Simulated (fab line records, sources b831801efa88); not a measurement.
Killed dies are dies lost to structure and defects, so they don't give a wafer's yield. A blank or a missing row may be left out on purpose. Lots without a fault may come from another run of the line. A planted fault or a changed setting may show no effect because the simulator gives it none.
fab line records | flow gf180mcu
record lots=15 wafers=45 last_day=34
route steps=602 shown M2@366 V2@396
lots that met no fault: from a run of the same line without faults
start_h: hours from the record's first day to the start of the lot's first wafer shown | wait_h: hours since the lot's step before | " the same as in the row above | L1.1+2: a row that stands for several wafers | - no value, or no start given | * or withheld: withheld | < > ~ a bound
route shown NAME@n: a module of which the file shows steps, and the number in the route of the first | usual: mean/standard deviation of fault-free wafers | same: alike in all rows | chamber/n: place in a boat | sites: the reading at each site | _std_site: their standard deviation | _edge_site: outer sites' mean less inner sites' | radius_mm: how far each site lies from the wafer's centre | mask NAME#n: copy n | behind: the tool/chamber that last shaped the wafer | hold: why the lot was held/for how many hours/how that ended | device: the transistor (n, p or np) that didn't switch | end of line: the same wafers' tests at the end of the route | a step without rows: its recipe alone | killed: dies lost to structure and defects at the first sort, not the wafer's yield | map: a wafer's dies, x killed, . not, _ none there
set.NAME: the setting as run; set.NAME@STEP: as run at that earlier step | model.NAME: the simulator's own value behind a step, which no gauge read
steps of the route over a sample of lots; a table a step, a row a wafer
services: from which hour (start_h, from the record's first day; less than 0 if before it) a tool's chamber was out of use, for how many hours, and why
## steps
# step GF_M2_SPUTTER_04
# recipe material=TiN target_thk_nm=50 power_w=6500 time_s=41.7 chamber_pressure_pa=0.4
# usual throttle_valve_pct=29.9/1.3
# same time_s=41.7
# columns lot.wafer tool chamber start_h wait_h throttle_valve_pct
L252.1 pvd_sputter-03 - 416.72 0.0 29.3
L252.4 " - " " 29.7
L252.6 " - " " 30.1
L253.2 pvd_sputter-01 - 424.53 0.0 30.8
L253.5 " - " " 31.7
L253.6 " - " " 30.8
L255.1 pvd_sputter-04 - 435.07 0.0 29.5
L255.2 " - " " 29.4
L255.6 " - " " 27.2
L254.2 pvd_sputter-01 - 435.85 0.0 29.6
L254.3 " - " " 27.7
L254.4 " - " " 32.0
L256.2 pvd_sputter-04 - 453.77 0.0 27.5
L256.3 " - " " 30.3
L256.6 " - " " 29.6
L258.1 pvd_sputter-04 - 464.14 0.0 30.0
L258.4 " - " " 27.4
L258.6 " - " " 27.3
L261.1 pvd_sputter-03 - 496.69 0.0 29.4
L261.2 " - " " 29.6
L261.3 " - " " 30.3
L262.4 pvd_sputter-04 - 499.13 0.0 29.5
L262.5 " - " " 30.5
L262.6 " - " " 29.5
L264.2 pvd_sputter-03 - 516.41 0.0 29.1
L264.3 " - " " 30.4
L264.4 " - " " 31.7
L265.1 pvd_sputter-01 - 525.86 0.0 30.9
L265.4 " - " " 32.2
L265.5 " - " " 30.8
L266.2 pvd_sputter-04 - 530.69 0.0 29.5
L266.3 " - " " 29.5
L266.4 " - " " 30.5
L268.1 pvd_sputter-04 - 543.89 0.0 29.6
L268.4 " - " " 27.2
L268.5 " - " " 29.6
L270.4 pvd_sputter-03 - 568.32 0.0 30.5
L270.5 " - " " 29.6
L270.6 " - " " 29.9
L272.1 pvd_sputter-04 - 590.67 0.0 27.2
L272.2 " - " " 29.4
L272.3 " - " " 29.4
L274.1 pvd_sputter-03 - 601.12 0.0 30.1
L274.2 " - " " 29.4
L274.5 " - " " 31.4
# step GF_V2_CD_MEAS_14
# recipe target_cd_nm=260
# usual cd_nm=260.4/1.5
# columns lot.wafer tool chamber start_h wait_h cd_nm
L252.1 cd_sem-01 - 466.52 0.1 260.1
L252.4 " - " " 261.2
L252.6 " - " " 262.2
L253.2 cd_sem-01 - 473.39 0.1 260.5
L253.5 " - " " 260.4
L253.6 " - " " 259.4
L255.1 cd_sem-01 - 484.70 0.1 261.4
L255.2 " - " " 262.2
L255.6 " - " " 262.5
L254.2 cd_sem-02 - 485.37 0.1 260.6
L254.3 " - " " 261.3
L254.4 " - " " 261.5
L256.2 cd_sem-01 - 502.54 0.1 259.1
L256.3 " - " " 258.9
L256.6 " - " " 259.3
L258.1 cd_sem-01 - 511.77 0.1 260.8
L258.4 " - " " 259.2
L258.6 " - " " 260.2
L261.1 cd_sem-02 - 543.92 0.1 260.9
L261.2 " - " " 260.4
L261.3 " - " " 259.6
L262.4 cd_sem-02 - 546.23 0.1 261.2
L262.5 " - " " 260.4
L262.6 " - " " 261.4
L264.2 cd_sem-01 - 562.74 0.1 262.9
L264.3 " - " " 262.6
L264.4 " - " " 262.3
L265.1 cd_sem-02 - 572.67 0.1 260.2
L265.4 " - " " 260.6
L265.5 " - " " 260.2
L266.2 cd_sem-01 - 576.19 0.1 260.2
L266.3 " - " " 259.8
L266.4 " - " " 259.8
L268.1 cd_sem-02 - 589.77 0.1 261.3
L268.4 " - " " 261.0
L268.5 " - " " 261.2
L270.4 cd_sem-01 - 613.28 0.1 260.7
L270.5 " - " " 260.2
L270.6 " - " " 260.7
L272.1 cd_sem-02 - 633.77 0.1 259.8
L272.2 " - " " 260.1
L272.3 " - " " 259.8
L274.1 cd_sem-01 - 644.77 0.1 259.4
L274.2 " - " " 259.5
L274.5 " - " " 259.5
# step GF_V2_ETCH_17
# recipe chemistry=C4F8/O2/Ar mask_material=KrF target=SiO2 stop_on=TiN source_w=1500 bias_w=1200 pressure_mtorr=40 c4f8_flow_sccm=withheld O2_flow_sccm=6 Ar_flow_sccm=300 time_s=withheld target_depth_a=6300
# usual bias_w=1200/3.6 chamber_pressure_mTorr=40.01/0.038 oes_product_au=0.856/0.0048
# columns lot.wafer tool chamber start_h wait_h bias_w chamber_pressure_mTorr oes_product_au
L252.1 rie_diel-03 1 466 - 1199 40.02 0.857
L252.4 " 0 " " 1200 39.97 0.850
L252.6 " 3 " " 1200 39.99 0.852
L253.2 rie_diel-03 0 473 - 1196 40.07 0.859
L253.5 " 2 " " 1201 39.99 0.852
L253.6 " 1 " " 1200 40.01 0.856
L255.1 rie_diel-01 2 484 - 1200 40.05 0.858
L255.2 " 3 " " 1206 39.94 0.858
L255.6 " 0 " " 1197 40.04 0.859
L254.2 rie_diel-03 2 485 - 1204 39.96 0.854
L254.3 " 0 " " 1201 40.03 0.850
L254.4 " 3 " " 1193 40.03 0.859
L256.2 rie_diel-04 0 502 - 1196 39.98 0.854
L256.3 " 3 " " 1196 40.03 0.853
L256.6 " 2 " " 1199 40.06 0.861
L258.1 rie_diel-04 3 511 - 1202 40.08 0.859
L258.4 " 0 512 - 1197 40.05 0.855
L258.6 " 2 " " 1201 39.98 0.847
L261.1 rie_diel-04 2 544 - 1203 40.06 0.854
L261.2 " 0 " " 1201 40.02 0.862
L261.3 " 1 " " 1197 39.99 0.859
L262.4 rie_diel-03 2 546 - 1201 40.03 0.852
L262.5 " 1 " " 1205 40.03 0.849
L262.6 " 2 " " 1199 40.02 0.861
L264.2 rie_diel-01 2 562 - - - -
L264.3 " 0 " " - - -
L264.4 " 3 " " - - -
L265.1 rie_diel-01 3 572 - - - -
L265.4 " 1 " " - - -
L265.5 " 1 " " - - -
L266.2 rie_diel-01 3 576 - - - -
L266.3 " 0 " " - - -
L266.4 " 1 " " - - -
L268.1 rie_diel-03 3 589 - 1207 40.00 0.866
L268.4 " 0 " " 1202 40.00 0.855
L268.5 " 2 590 - 1200 39.97 0.858
L270.4 rie_diel-04 2 613 - 1193 39.97 0.862
L270.5 " 3 " " 1200 40.01 0.851
L270.6 " 0 " " 1210 39.99 0.853
L272.1 rie_diel-04 3 633 - 1201 39.97 0.849
L272.2 " 2 " " 1202 39.93 0.859
L272.3 " 0 " " 1206 40.03 0.853
L274.1 rie_diel-03 2 644 - 1199 39.98 0.856
L274.2 " 3 " " 1202 40.01 0.859
L274.5 " 0 645 - 1201 40.02 0.857
# step GF_V2_STRIP_18
# recipe chemistry=O2/N2 power_w=1400 pressure_mtorr=1500 platen_temp_c=250 o2_flow_sccm=3000 n2_flow_sccm=300 overash_fraction=0.5
# usual drypump_motor_current_A=5.4/0.45 heater_power_w=341/55 o2_flow_sccm=3001/8.9 oes_product_au=0.593/0.0049 platen_temp_c=250.01/0.15
# columns lot.wafer tool chamber start_h wait_h drypump_motor_current_A heater_power_w o2_flow_sccm oes_product_au platen_temp_c rf_hours_counter_h
L252.1 plasma_asher-01 1 466.81 - 5.4 353 3016 0.594 250.24 3
L252.4 " 1 " " 5.4 342 3001 0.594 250.30 -
L252.6 " 0 " " 5.7 305 2987 0.580 249.98 -
L253.2 plasma_asher-01 0 473.66 - 5.7 305 3020 0.590 250.27 4
L253.5 " 0 " " 5.7 304 3018 0.586 250.22 -
L253.6 " 1 " " 5.4 341 3000 0.595 249.89 -
L255.1 plasma_asher-02 0 484.98 - 6.0 467 2992 0.588 250.15 43
L255.2 " 1 " " 4.9 348 3005 0.587 250.02 43
L255.6 " 1 " " 4.9 349 3001 0.588 250.03 -
L254.2 plasma_asher-04 1 485.63 - 4.7 385 2999 0.593 249.74 84
L254.3 " 0 " " 5.8 272 3009 0.598 250.08 -
L254.4 " 1 " " 4.7 385 3001 0.596 249.95 -
L256.2 plasma_asher-04 0 502.81 - 5.8 275 3009 0.591 250.16 86
L256.3 " 0 " " 5.8 275 3001 0.595 250.03 -
L256.6 " 0 " " 5.8 272 2994 0.595 249.98 -
L258.1 plasma_asher-01 1 512.06 - 5.4 347 3023 0.597 249.68 8
L258.4 " 1 " " 5.4 341 3010 0.586 249.98 -
L258.6 " 1 " " 5.4 337 3014 0.587 250.07 -
L261.1 plasma_asher-01 0 544.20 - 5.7 303 2998 0.584 250.14 12
L261.2 " 1 " " 5.3 348 2992 0.595 249.60 12
L261.3 " 0 " " 5.7 306 2997 0.588 250.20 -
L262.4 plasma_asher-04 0 546.49 - 5.8 268 3007 0.594 250.11 -
L262.5 " 0 " " 5.8 279 2989 0.595 249.86 -
L262.6 " 1 " " 4.7 386 2996 0.587 250.06 -
L264.2 plasma_asher-01 1 563.01 - 5.4 351 3006 0.659 249.96 14
L264.3 " 1 " " 5.4 345 2995 0.665 249.97 -
L264.4 " 0 " " 5.7 310 2990 0.665 250.17 -
L265.1 plasma_asher-01 1 572.95 - 5.3 344 3006 0.670 250.07 15
L265.4 " 0 " " 5.7 310 3006 0.668 250.08 -
L265.5 " 0 " " 5.7 304 2991 0.670 250.16 -
L266.2 plasma_asher-04 0 576.45 - 5.8 269 3003 0.663 250.08 95
L266.3 " 1 " " 4.7 390 3002 0.663 249.96 -
L266.4 " 0 " " 5.8 277 3002 0.669 249.84 -
L268.1 plasma_asher-02 1 590.06 - 4.9 349 3005 0.593 250.13 53
L268.4 " 1 " " 4.9 348 3005 0.592 250.01 -
L268.5 " 0 " " 6.0 475 3005 0.591 249.97 -
L270.4 plasma_asher-02 0 613.54 - 6.0 480 2999 0.596 249.99 -
L270.5 " 1 " " 4.9 351 3011 0.587 250.10 -
L270.6 " 0 " " 6.0 471 3010 0.597 249.94 -
L272.1 plasma_asher-01 0 634.05 - 5.7 314 3013 0.593 250.11 21
L272.2 " 1 " " 5.3 341 3001 0.596 250.28 21
L272.3 " 0 " " 5.7 304 3013 0.598 249.91 -
L274.1 plasma_asher-04 0 645.06 - 5.8 272 3001 0.592 250.06 102
L274.2 " 1 " " 4.7 384 2986 0.582 250.00 102
L274.5 " 0 " " 5.8 273 2995 0.595 249.88 -
# step GF_V2_SPUTTER_22
# recipe material=TiN target_thk_nm=10 chamber_pressure_pa=5 power_w=4000 time_s=40
# usual throttle_valve_pct=30.0/1.1
# same time_s=40
# columns lot.wafer tool chamber start_h wait_h throttle_valve_pct
L252.1 pvd_sputter-03 - 467.44 0.0 31.6
L252.4 " - " " 30.5
L252.6 " - " " 31.6
L253.2 pvd_sputter-03 - 474.29 0.0 31.5
L253.5 " - " " 30.6
L253.6 " - " " 29.5
L255.1 pvd_sputter-04 - 485.61 0.0 27.4
L255.2 " - " " 29.7
L255.6 " - " " 27.1
L254.2 pvd_sputter-02 - 486.24 0.0 30.7
L254.3 " - " " 28.1
L254.4 " - " " 31.6
L256.2 pvd_sputter-04 - 503.43 0.0 29.3
L256.3 " - " " 30.1
L256.6 " - " " 30.1
L258.1 pvd_sputter-03 - 512.65 0.0 29.7
L258.4 " - " " 30.6
L258.6 " - " " 30.8
L261.1 pvd_sputter-04 - 544.81 0.0 27.4
L261.2 " - " " 30.5
L261.3 " - " " 29.3
L262.4 pvd_sputter-02 - 547.05 0.0 28.3
L262.5 " - " " 30.8
L262.6 " - " " 30.5
L264.2 pvd_sputter-03 - 563.60 0.0 30.6
L264.3 " - " " 29.2
L264.4 " - " " 31.5
L265.1 pvd_sputter-04 - 573.58 0.0 27.2
L265.4 " - " " 29.5
L265.5 " - " " 29.7
L266.2 pvd_sputter-03 - 577.05 0.0 29.3
L266.3 " - " " 29.8
L266.4 " - " " 30.8
L268.1 pvd_sputter-03 - 590.65 0.0 31.6
L268.4 " - " " 30.5
L268.5 " - " " 30.4
L270.4 pvd_sputter-03 - 614.10 0.0 30.6
L270.5 " - " " 31.6
L270.6 " - " " 30.5
L272.1 pvd_sputter-03 - 634.65 0.0 30.3
L272.2 " - " " 29.1
L272.3 " - " " 31.4
L274.1 pvd_sputter-02 - 645.65 0.0 28.1
L274.2 " - " " 31.3
L274.5 " - " " 31.2
## services
# columns tool chamber start_h hours kind
pvd_sputter-04 - 397.49 8.1 repair
pvd_sputter-04 - 406.55 1.8 repair
rie_diel-03 0 410.71 13.7 repair
rie_diel-04 - 412.71 1.4 repair
pvd_sputter-04 - 412.71 15.3 repair
plasma_asher-01 - 421.25 9.0 pm
rie_diel-03 2 427.78 2.6 repair
plasma_asher-01 - 429.48 2.4 repair
rie_diel-01 1 431.14 15.7 repair
rie_diel-04 0 439.22 9.8 repair
rie_diel-01 0 445.30 19.6 repair
pvd_sputter-04 - 466.13 6.3 repair
plasma_asher-02 - 483.38 1.5 repair
rie_diel-04 3 503.40 6.8 repair
rie_diel-01 2 515.06 8.7 repair
pvd_sputter-02 - 537.28 1.4 repair
rie_diel-01 1 539.28 3.5 repair
plasma_asher-04 - 543.61 2.6 repair
pvd_sputter-04 - 576.97 2.0 repair
rie_diel-03 3 595.78 10.2 repair
plasma_asher-01 - 599.88 2.1 repair
pvd_sputter-04 - 607.49 4.6 repair
pvd_sputter-03 - 616.74 0.5 repair
rie_diel-01 0 624.55 9.7 repair
## key
first_sign step=GF_V2_ETCH_17 reading=tool_record direction=missing
effect step=GF_V2_STRIP_18 reading=oes_product_au direction=up sigmas=15 usual=0.593 struck=0.666
met_at GF_V2_ETCH_17
struck_lots L264,L265,L266
later_rows_left_out L264.2,L264.3,L264.4,L265.1,L265.4,L265.5,L266.2,L266.3,L266.4
sort_left_out L264.2,L264.3,L264.4,L265.1,L265.4,L265.5,L266.2,L266.3,L266.4
not_acting_at GF_M2_SPUTTER_04,GF_V2_CD_MEAS_14,GF_V2_SPUTTER_22
onset_between 484 562
fault kind=skipped_step_whole tool=rie_diel-01 chamber=- onset_h=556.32 steps=GF_V2_ETCH_17 scope=struck_lots_only
# sort_left_out: the simulated sort isn't trusted on such a fault, so these wafers' sort isn't shown, and their yield isn't known
# later_rows_left_out: the simulator's readings of these wafers behind a module that went badly wrong aren't trusted and aren't shown, but for the sort
